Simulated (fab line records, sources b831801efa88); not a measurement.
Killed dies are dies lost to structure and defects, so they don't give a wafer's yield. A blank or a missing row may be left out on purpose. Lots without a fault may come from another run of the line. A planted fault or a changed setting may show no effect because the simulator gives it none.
One fault seen from 2 desks | flow sky130 | each desk has only its own numbers; what lay behind them comes last

THE METROLOGY DESK
What the gauges read, lot by lot, whatever tool the lot ran on: means of the sampled wafers that have a number. A lot is out of limits, marked OUT, if its mean lies more than 4 standard deviations from the usual mean; the brackets give that distance.
Columns: A = CAPM_TIN_RS at SKY_CAPM_RS_MEAS_03, usual 6.90 ohm/sq; B = CAPM_TIN_THK at SKY_CAPM_THK_MEAS_04, usual 203.5 nm
lot  | first seen here | A               | B
L495 | day 36 23:26    | 6.88            | 204.4
L497 | day 37 05:02    | 6.83            | 204.8
L498 | day 37 17:56    | 6.93            | 202.6
L500 | day 38 08:05    | 6.89            | 203.2
L502 | day 38 13:50    | 6.89            | 202.0
L501 | day 38 17:20    | 6.91            | 205.0
L510 | day 42 06:36    | 6.60 (-5.8) OUT | 213.8 (+4.9) OUT
L513 | day 42 08:50    | 6.96            | 201.2
L512 | day 42 09:08    | 6.56 (-6.5) OUT | 216.2 (+6.0) OUT
L511 | day 42 09:18    | 6.95            | 200.4
L515 | day 42 11:29    | 6.96            | 201.2
L516 | day 42 13:50    | 6.97            | 200.4
L517 | day 42 20:31    | 6.87            | 205.4
This desk's finding: out of limits on L510, L512; first on L510, day 42 06:36 (CAPM_TIN_RS at SKY_CAPM_RS_MEAS_03). In limits: L495, L497, L498, L500, L502, L501, L513, L511, L515, L516, L517.

THE TOOL OWNER'S DESK: pvd_sputter-04
The tool's own readings at SKY_CAPM_SPUTTER_02 (material TiN, target thk 200 nm, time 166.7 s): means of the sampled wafers that have a number, for each lot that ran on this tool. A lot is out of limits, marked OUT, if its mean lies more than 4 standard deviations from the usual mean; the brackets give that distance.
Columns: A = throttle_valve_pct at SKY_CAPM_SPUTTER_02, usual 30.8 %
lot  | first seen here | A
L495 | day 36 23:19    | 31.8
L510 | day 42 06:28    | 31.0
L512 | day 42 09:02    | 31.9
This desk's finding: nothing out of limits on any of the 3 lots.

PUT TOGETHER
The metrology desk could have raised an alarm at day 42 06:36, on L510, L512.
The tool owner's desk saw nothing out of limits.
The tool owner's desk has L510, L512 on record, within its limits.
Of the lots named, all ran SKY_CAPM_SPUTTER_02 on pvd_sputter-04.

WHAT THE SIMULATOR HAD PUT IN
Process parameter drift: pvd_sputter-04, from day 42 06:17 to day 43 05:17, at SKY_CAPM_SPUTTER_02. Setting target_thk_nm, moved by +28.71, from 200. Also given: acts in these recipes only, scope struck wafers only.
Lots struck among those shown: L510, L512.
Hours from the fault's start to each desk's first reading out of limits: the metrology desk, 0.
